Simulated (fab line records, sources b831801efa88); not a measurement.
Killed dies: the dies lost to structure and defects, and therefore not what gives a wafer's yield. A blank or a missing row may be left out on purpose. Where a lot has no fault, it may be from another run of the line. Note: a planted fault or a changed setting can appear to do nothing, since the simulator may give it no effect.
Struck lot and sound lot, side by side | flow sfq_line | 14 out of 325 route steps
Sound: the wafers L706.2, L706.3, L706.5. Struck: wafers L722.3, L722.5, L722.6. The cause is named last.
At each step with rows: each side's tool, then ch and its chambers, then its first start. Under that, the readings that differ: sound wafers | struck wafers | difference of the means | sigmas: that difference in standard deviations of wafers without a fault.
alike: same words and numbers on both sides, and readings whose means sit less than 2 such deviations apart. not compared: any withheld reading, any reading some wafer has no value for, any bound like >300 that may hide the same value, and any number with overlapping values for which the record gives no deviation.
Wherever a step has rows on one side only, a row that says differs or no value, or a row with sigmas, the two part there. Numbers that don't overlap but have no deviation are shown without sigmas and don't part them. Lack of a reading on every wafer of one side parts them only where that side has two or more wafers.

first, 6 steps without rows for these wafers: SFQ_TRILAYER_M2_LITHO_COAT_062 (resist thk 62 nm); SFQ_TRILAYER_M2_LITHO_COAT_057 (resist thk 600 nm); SFQ_TRILAYER_M2_LITHO_SOFTBAKE_061; SFQ_TRILAYER_M2_LITHO_EXPOSE_058 (exposes mask M2, target cd 500 nm); SFQ_TRILAYER_M2_LITHO_PEB_060 (peb time 60 s); SFQ_TRILAYER_M2_LITHO_DEVELOP_059 (time 60 s).
SFQ_M2_OVL_MEAS_916:
  sound on overlay-02 at day 33 04:28; struck on overlay-02 at day 38 11:50
  reading     | sound      | struck | difference | sigmas
  M2_OVL (nm) | -9 -23 -13 | 4 7 10 | +22        | +3
SFQ_TRILAYER_M2_BARC_OPEN_METAL_ETCH_077: etches BARC in O2, target depth 125 nm, time 41.7 s.
  sound on rie_metal-02 ch 0,1, day 33 04:30; struck on rie_metal-03 ch 0,1, day 38 11:53
  alike: drypump_motor_current_A, oes_product_au
  not compared: rf_hours_counter_h
SFQ_TRILAYER_M2_ETCH_METAL_ETCH_060: etches Nb in Cl2/Ar, stops on SiO2, target depth 240 nm, time 120 s.
  sound on rie_metal-02 ch 0,1, day 33 04:33; struck on rie_metal-03 ch 0,1, day 38 11:58
  alike: drypump_motor_current_A, oes_product_au
  not compared: rf_hours_counter_h
SFQ_TRILAYER_M2_STRIP_STRIP_061: strips in O2.
  sound on rie_metal-02 ch 0,1, day 33 04:41; struck on rie_metal-03 ch 0,1, day 38 12:15
  alike: drypump_motor_current_A, oes_product_au
  not compared: rf_hours_counter_h
then, 1 step without rows for these wafers: SFQ_TRILAYER_M2_STRIP_SOLV_CLEAN_062 (cleans in NMP, time 600 s).
SFQ_TRILAYER_I2_DEP_PECVD_063: deposits SiO2 from SiH4/N2O, time 111.11 s, target thk 500 nm.
  sound on pecvd-02 ch 0,2, day 33 05:27; struck on pecvd-03 ch 0,1,2, day 38 12:49
  reading                                             | sound             | struck            | difference | sigmas
  run_length_s (s)                                    | 139.1 139.4 139.5 | 130.7 130.7 130.9 | -8.6       | -23
  model.SiO2_of_TRILAYER_I2_DEP_PECVD_063.thk_nm (nm) | 501.8 505.3 502.7 | 462.6 459.9 465.4 | -40.6      |
  alike: heater_power_w, throttle_valve_pct
SFQ_TRILAYER_I2_CMP_CMP_064: polishes SiO2.
  sound on cmp-02 ch 0,2,3, day 33 13:06; struck on cmp-02 ch 1,2,3, day 39 01:36
  reading                | sound       | struck      | difference | sigmas
  time_to_endpoint_s (s) | 218 218 211 | 194 183 189 | -27        | -4
  alike: motor_current_A
SFQ_I2_BOW_MEAS_917:
  sound on film_metro-04 at day 33 15:37; struck on film_metro-04 at day 39 03:38
  alike: I2_BOW

== WHERE THEY PART ==
Last at SFQ_TRILAYER_I2_CMP_CMP_064 as far as this record goes, first at SFQ_M2_OVL_MEAS_916. Later steps at which nothing parts them and some readings are alike: SFQ_I2_BOW_MEAS_917.

WHY: the cause the simulator had injected
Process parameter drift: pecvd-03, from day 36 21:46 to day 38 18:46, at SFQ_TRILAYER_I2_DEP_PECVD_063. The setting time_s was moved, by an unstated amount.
